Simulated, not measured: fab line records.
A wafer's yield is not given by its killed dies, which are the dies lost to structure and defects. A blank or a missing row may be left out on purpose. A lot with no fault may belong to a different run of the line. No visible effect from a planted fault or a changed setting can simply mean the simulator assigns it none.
Problem report in the 8D (eight disciplines) form, filled by code | flow sfq-line | the parts of the form that need people (team, actions taken, sign-off) are left out

== 1. WHAT WENT WRONG ==
thk-nm at SFQ_TRILAYER_I0_METRO_MEASURE_029 reads a mean of 495.0 nm on 6 wafers of 2 lots; wafers without a fault read 202.1 nm with a standard deviation of 1.1. That is +99 or more standard deviations from the usual mean.
First seen on wafer L600.1, day 18 06:47, on film-metro-01. At this step, 42 wafers from 14 lots have a number in the record. Rule for "out", or "out of limits": more than 4 standard deviations from the usual mean. All remaining wafers that have a number are taken as sound.

== 2. WHAT IT IS AND WHAT IT IS NOT ==
question                    | is                     | is not
which readings at this step | thk-nm                 | -
which lots                  | L600, L601             | L583, L584, L585, L587, L588, L589, L591, L593, L595, L602, L603, L604
which wafers of those lots  | all that have a number | -
read on which tools         | film-metro-01          | film-metro-03, film-metro-04
when                        | from day 18 06:47      | up to then (27 sound wafers); but 9 sound wafers of L602, L603, L604 came after

== 3. WHAT RULES OUT EACH SUSPECT ==
Counting: a tool at any process step up to the reading remains a suspect when it ran all the lots that are out and ran no sound lot after the first of those.
- cmp-01 at SFQ_TRILAYER_I0_CMP_CMP_028 (polishes SiO2): ruled out as a lasting fault. Following L600 (day 18 03:40), the first lot on it that is out, the sound lots L604 were run on it.
- film-metro-01 at SFQ_TRILAYER_I0_METRO_MEASURE_029: ruled out as a lasting fault. Following L600 (day 18 06:47), the first lot on it that is out, the sound lots L603 were run on it.
Left after counting: nothing in the record.

== 4. THE CAUSE (what the simulator had put in) ==
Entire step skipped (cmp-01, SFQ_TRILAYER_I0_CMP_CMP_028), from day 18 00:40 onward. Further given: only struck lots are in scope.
The count ruled it out by mistake, since the rule takes a fault to strike every lot its tool runs from the start of the fault on, and this one did not do so.

== 5. THE CHAIN OF EFFECTS, in route order ==
One row per reading whose mean, taken over the struck wafers that have a number, lies over 3 standard deviations from the usual. Readings are gone through only where the record gives a usual standard deviation; hours: the median, over the lots, of the time from a lot's start at the first step in this table giving one to that lot's start at this step; sigmas: the change measured in usual standard deviations.
hours | step                                  | reading        | usual      | on struck wafers | change | sigmas
0     | SFQ_TRILAYER_I0_METRO_MEASURE_029     | thk-nm         | 202.1 nm   | 495.0            | +292.9 | +99 or more
102   | SFQ_TRILAYER_I0_VIA_ETCH_VIA_ETCH_034 | oes-product-au | 0.859 a.u. | 1.623            | +0.764 | +99 or more
It contains these process steps:
- SFQ_TRILAYER_I0_METRO_MEASURE_029
- SFQ_TRILAYER_I0_VIA_ETCH_VIA_ETCH_034: etches SiO2 in CHF3, stops on Nb, target depth 260 nm.
Readings that are blank on the struck wafers while sound wafers have them: edge-zone-pressure-frac at SFQ_TRILAYER_I0_CMP_CMP_028; head-pressure-psi at SFQ_TRILAYER_I0_CMP_CMP_028; motor-current-A at SFQ_TRILAYER_I0_CMP_CMP_028; retaining-ring-pressure-frac at SFQ_TRILAYER_I0_CMP_CMP_028; time-to-endpoint-s at SFQ_TRILAYER_I0_CMP_CMP_028.

== 6. HOW IT WOULD HAVE BEEN CAUGHT EARLIER ==
The fault began at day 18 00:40; the first out-of-limits reading in this record came at day 18 06:47, 6 hours later.
At SFQ_TRILAYER_I0_CMP_CMP_028 the tool's readings are blank on the struck wafers, where sound wafers have them: an empty tool record is the first sign, and it was there at once.
